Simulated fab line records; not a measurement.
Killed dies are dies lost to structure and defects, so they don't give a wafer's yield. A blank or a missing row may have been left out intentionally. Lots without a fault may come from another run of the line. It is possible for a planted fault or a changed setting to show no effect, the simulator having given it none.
Which of the tools did it? / flow gf180mcu / 13 lots, 39 wafers sampled, at 6 steps of a route of 602

== WHAT THE GAUGES SHOWED, per wafer ==
GF_HV_LDD_CD_MEAS_19 targets a cd of 400 nm.
lot=L642; measured=day 10 20:47; on=cd sem-02; cd nm (nm)=401.4 402.1 401.5
lot=L643; measured=day 11 05:05; on=cd sem-01; cd nm (nm)=403.1 403.8 403.3
lot=L644; measured=day 11 13:30; on=cd sem-01; cd nm (nm)=398.7 399.7 400.1
lot=L647; measured=day 12 06:29; on=cd sem-02; cd nm (nm)=398.1 397.1 399.8
lot=L648; measured=day 12 14:51; on=cd sem-01; cd nm (nm)=398.9 398.1 399.8
lot=L649; measured=day 12 19:29; on=cd sem-02; cd nm (nm)=397.9 396.0 397.4
lot=L651; measured=day 13 13:02; on=cd sem-02; cd nm (nm)=407.3 404.7 405.4
lot=L652; measured=day 13 22:09; on=cd sem-02; cd nm (nm)=404.3 401.2 404.5
lot=L653; measured=day 14 05:42; on=cd sem-01; cd nm (nm)=399.6 400.1 397.9
lot=L660; measured=day 16 11:30; on=cd sem-01; cd nm (nm)=400.6 396.7 395.1
lot=L661; measured=day 16 22:02; on=cd sem-02; cd nm (nm)=400.1 399.3 400.2
lot=L662; measured=day 17 04:05; on=cd sem-02; cd nm (nm)=403.3 401.1 402.3
lot=L663; measured=day 17 14:58; on=cd sem-01; cd nm (nm)=401.4 397.5 399.4

GF_HV_LDD_OVL_MEAS_20.
lot=L642; measured=day 10 20:53; on=overlay-01; HV_LDD_01_OVL (nm)=2.3 0.9 3.2
lot=L643; measured=day 11 05:11; on=overlay-01; HV_LDD_01_OVL (nm)=-1.4 1.1 -1.2
lot=L644; measured=day 11 13:37; on=overlay-01; HV_LDD_01_OVL (nm)=-0.6 0.6 1.1
lot=L647; measured=day 12 06:37; on=overlay-02; HV_LDD_01_OVL (nm)=-0.7 0.1 0.1
lot=L648; measured=day 12 14:58; on=overlay-01; HV_LDD_01_OVL (nm)=1.4 2.0 -1.3
lot=L649; measured=day 12 19:37; on=overlay-01; HV_LDD_01_OVL (nm)=-0.6 0.1 -1.1
lot=L651; measured=day 13 13:10; on=overlay-01; HV_LDD_01_OVL (nm)=2.7 1.4 0.6
lot=L652; measured=day 13 22:16; on=overlay-02; HV_LDD_01_OVL (nm)=-0.1 -0.4 -1.0
lot=L653; measured=day 14 05:49; on=overlay-01; HV_LDD_01_OVL (nm)=1.2 0.0 0.9
lot=L660; measured=day 16 11:36; on=overlay-01; HV_LDD_01_OVL (nm)=0.1 0.1 -2.1
lot=L661; measured=day 16 22:08; on=overlay-02; HV_LDD_01_OVL (nm)=1.0 -0.4 0.3
lot=L662; measured=day 17 04:11; on=overlay-02; HV_LDD_01_OVL (nm)=-1.6 -2.6 0.8
lot=L663; measured=day 17 15:04; on=overlay-01; HV_LDD_01_OVL (nm)=0.2 -0.1 -0.8

GF_HV_LDD_THK_MEAS_55.
lot=L642; measured=day 12 13:02; on=film metro-02; HV_LDD_CVD_54_THK (nm)=9.87 9.94 9.87
lot=L643; measured=day 12 21:41; on=film metro-01; HV_LDD_CVD_54_THK (nm)=9.97 10.02 10.02
lot=L644; measured=day 13 07:08; on=film metro-04; HV_LDD_CVD_54_THK (nm)=9.96 9.86 9.81
lot=L647; measured=day 14 01:14; on=film metro-04; HV_LDD_CVD_54_THK (nm)=10.00 9.89 10.03
lot=L648; measured=day 14 09:51; on=film metro-04; HV_LDD_CVD_54_THK (nm)=10.11 10.02 10.00
lot=L649; measured=day 14 15:01; on=film metro-01; HV_LDD_CVD_54_THK (nm)=9.92 9.93 9.93
lot=L651; measured=day 15 09:32; on=film metro-02; HV_LDD_CVD_54_THK (nm)=9.70 9.87 9.98
lot=L652; measured=day 15 19:25; on=film metro-04; HV_LDD_CVD_54_THK (nm)=10.01 9.85 9.96
lot=L653; measured=day 16 02:48; on=film metro-04; HV_LDD_CVD_54_THK (nm)=10.05 9.98 10.11
lot=L660; measured=day 18 11:22; on=film metro-04; HV_LDD_CVD_54_THK (nm)=9.90 9.92 10.00
lot=L661; measured=day 18 22:38; on=film metro-02; HV_LDD_CVD_54_THK (nm)=9.98 9.96 9.91
lot=L662; measured=day 19 05:21; on=film metro-04; HV_LDD_CVD_54_THK (nm)=10.05 10.07 10.14
lot=L663; measured=day 19 17:01; on=film metro-01; HV_LDD_CVD_54_THK (nm)=9.82 9.67 9.77

GF_PSD_RS_MEAS_14: measures by four-point-probe.
lot=L642; measured=day 14 07:02; on=film metro-03; NSD_RS (ohm/sq)=45.71 45.66 45.78
lot=L643; measured=day 14 17:29; on=film metro-03; NSD_RS (ohm/sq)=45.88 45.92 45.84
lot=L644; measured=day 15 02:17; on=film metro-03; NSD_RS (ohm/sq)=45.82 45.88 45.78
lot=L647; measured=day 15 22:26; on=film metro-03; NSD_RS (ohm/sq)=45.79 45.78 45.82
lot=L648; measured=day 16 07:20; on=film metro-02; NSD_RS (ohm/sq)=45.91 45.92 45.93
lot=L649; measured=day 16 12:23; on=film metro-01; NSD_RS (ohm/sq)=45.81 45.93 45.91
lot=L651; measured=day 17 08:38; on=film metro-03; NSD_RS (ohm/sq)=45.76 45.93 45.84
lot=L652; measured=day 17 18:08; on=film metro-01; NSD_RS (ohm/sq)=40.17 40.18 40.27
lot=L653; measured=day 18 01:50; on=film metro-01; NSD_RS (ohm/sq)=40.35 40.30 40.42
lot=L660; measured=day 20 14:46; on=film metro-02; NSD_RS (ohm/sq)=45.90 45.90 45.91
lot=L661; measured=day 21 01:50; on=film metro-02; NSD_RS (ohm/sq)=45.89 45.97 45.96
lot=L662; measured=day 21 09:19; on=film metro-01; NSD_RS (ohm/sq)=45.86 45.87 46.00
lot=L663; measured=day 21 18:50; on=film metro-01; NSD_RS (ohm/sq)=45.92 45.99 46.00

GF_PSD_RS_MEAS_15: measures by four-point-probe.
lot=L642; measured=day 14 07:09; on=film metro-03; PSD_RS (ohm/sq)=107.98 107.71 107.80
lot=L643; measured=day 14 17:36; on=film metro-03; PSD_RS (ohm/sq)=108.42 108.60 109.09
lot=L644; measured=day 15 02:25; on=film metro-03; PSD_RS (ohm/sq)=108.47 108.39 108.28
lot=L647; measured=day 15 22:33; on=film metro-03; PSD_RS (ohm/sq)=108.33 108.43 108.72
lot=L648; measured=day 16 07:28; on=film metro-02; PSD_RS (ohm/sq)=108.72 108.62 108.81
lot=L649; measured=day 16 12:30; on=film metro-01; PSD_RS (ohm/sq)=108.44 108.65 108.63
lot=L651; measured=day 17 08:45; on=film metro-03; PSD_RS (ohm/sq)=108.31 108.99 108.67
lot=L652; measured=day 17 18:16; on=film metro-01; PSD_RS (ohm/sq)=92.21 92.20 92.11
lot=L653; measured=day 18 01:58; on=film metro-01; PSD_RS (ohm/sq)=92.47 92.62 92.65
lot=L660; measured=day 20 14:53; on=film metro-02; PSD_RS (ohm/sq)=108.55 108.28 108.65
lot=L661; measured=day 21 01:57; on=film metro-02; PSD_RS (ohm/sq)=108.71 108.58 108.53
lot=L662; measured=day 21 09:26; on=film metro-01; PSD_RS (ohm/sq)=108.63 108.83 108.67
lot=L663; measured=day 21 18:57; on=film metro-01; PSD_RS (ohm/sq)=108.53 108.84 108.39

== TOOL THAT RAN EACH LOT (tool first, then ch and the chambers of the sampled wafers, then the start) ==
lot=L642; GF_PSD_RTA_13=rtp anneal-01 ch 0, day 14 06:56
lot=L643; GF_PSD_RTA_13=rtp anneal-01 ch 0, day 14 17:23
lot=L644; GF_PSD_RTA_13=rtp anneal-01 ch 0, day 15 02:13
lot=L647; GF_PSD_RTA_13=rtp anneal-01 ch 0, day 15 22:20
lot=L648; GF_PSD_RTA_13=rtp anneal-02 ch 0, day 16 07:16
lot=L649; GF_PSD_RTA_13=rtp anneal-02 ch 0, day 16 12:18
lot=L651; GF_PSD_RTA_13=rtp anneal-02 ch 0, day 17 08:32
lot=L652; GF_PSD_RTA_13=rtp anneal-01 ch 0, day 17 18:04
lot=L653; GF_PSD_RTA_13=rtp anneal-01 ch 0, day 18 01:46
lot=L660; GF_PSD_RTA_13=rtp anneal-01 ch 0, day 20 14:40
lot=L661; GF_PSD_RTA_13=rtp anneal-01 ch 0, day 21 01:44
lot=L662; GF_PSD_RTA_13=rtp anneal-01 ch 0, day 21 09:13
lot=L663; GF_PSD_RTA_13=rtp anneal-01 ch 0, day 21 18:44
- GF_PSD_RTA_13: time 20 s.

== AS READ BY THE TOOLS THEMSELVES (means over the sampled wafers that have a number; for cases with no such wafer, the mark the record gives instead) ==
GF_PSD_RTA_13.
lot=L642; tool=rtp anneal-01; chamber o2 ppm=2.001; lamp power pct (%)=34.61; wafer_temp_C_max=1028.4
lot=L643; tool=rtp anneal-01; chamber o2 ppm=2.025; lamp power pct (%)=34.64; wafer_temp_C_max=1028.1
lot=L644; tool=rtp anneal-01; chamber o2 ppm=1.995; lamp power pct (%)=34.60; wafer_temp_C_max=1027.7
lot=L647; tool=rtp anneal-01; chamber o2 ppm=2.004; lamp power pct (%)=34.61; wafer_temp_C_max=1027.5
lot=L648; tool=rtp anneal-02; chamber o2 ppm=1.996; lamp power pct (%)=34.20; wafer_temp_C_max=1029.2
lot=L649; tool=rtp anneal-02; chamber o2 ppm=1.994; lamp power pct (%)=34.22; wafer_temp_C_max=1029.4
lot=L651; tool=rtp anneal-02; chamber o2 ppm=1.996; lamp power pct (%)=34.21; wafer_temp_C_max=1029.8
lot=L652; tool=rtp anneal-01; chamber o2 ppm=2.014; lamp power pct (%)=38.40; wafer_temp_C_max=1068.0
lot=L653; tool=rtp anneal-01; chamber o2 ppm=2.018; lamp power pct (%)=38.37; wafer_temp_C_max=1067.9
lot=L660; tool=rtp anneal-01; chamber o2 ppm=2.002; lamp power pct (%)=34.66; wafer_temp_C_max=1028.6
lot=L661; tool=rtp anneal-01; chamber o2 ppm=2.019; lamp power pct (%)=34.65; wafer_temp_C_max=1028.6
lot=L662; tool=rtp anneal-01; chamber o2 ppm=2.006; lamp power pct (%)=34.63; wafer_temp_C_max=1027.9
lot=L663; tool=rtp anneal-01; chamber o2 ppm=2.015; lamp power pct (%)=34.66; wafer_temp_C_max=1027.6

== THE ANSWER, worked out from the rows above alone ==
Rule: the usual values come from the lots themselves. The widest of any qualifying gaps counts: lots, ordered by their means at a reading, are off when they make up no more than a third of the lots, leave a main group of 4 or more, and stand apart from it by 3 or more times the standard deviation of that group's means. A main group is skipped when, at the precision printed for the reading in the tables above, its means are all equal. Also off: a lot with no number at a reading for which 4 or more lots have one. The other lots that the step has rows for count as sound. First the gauges in route order, then the tools' own readings, where a lot's mean is used as printed above. The first step at which some lot is off is used, and at that step the reading that is off furthest; a lot without a number counts as furthest.
Off: at GF_PSD_RS_MEAS_14 (NSD_RS), L652, L653. Mean 45.87 ohm/sq and standard deviation 0.069 in the main group.
A tool fits if, at a process step before that reading, it ran every lot that is off, and no sound lot after the first of them. The gauges at GF_PSD_RS_MEAS_14 aren't tried: what is off there is off at GF_PSD_RTA_13 too, on other tools, and a gauge's error can't cause that. No candidate that was tried fits.

== WHAT THE SIMULATOR PUT IN ==
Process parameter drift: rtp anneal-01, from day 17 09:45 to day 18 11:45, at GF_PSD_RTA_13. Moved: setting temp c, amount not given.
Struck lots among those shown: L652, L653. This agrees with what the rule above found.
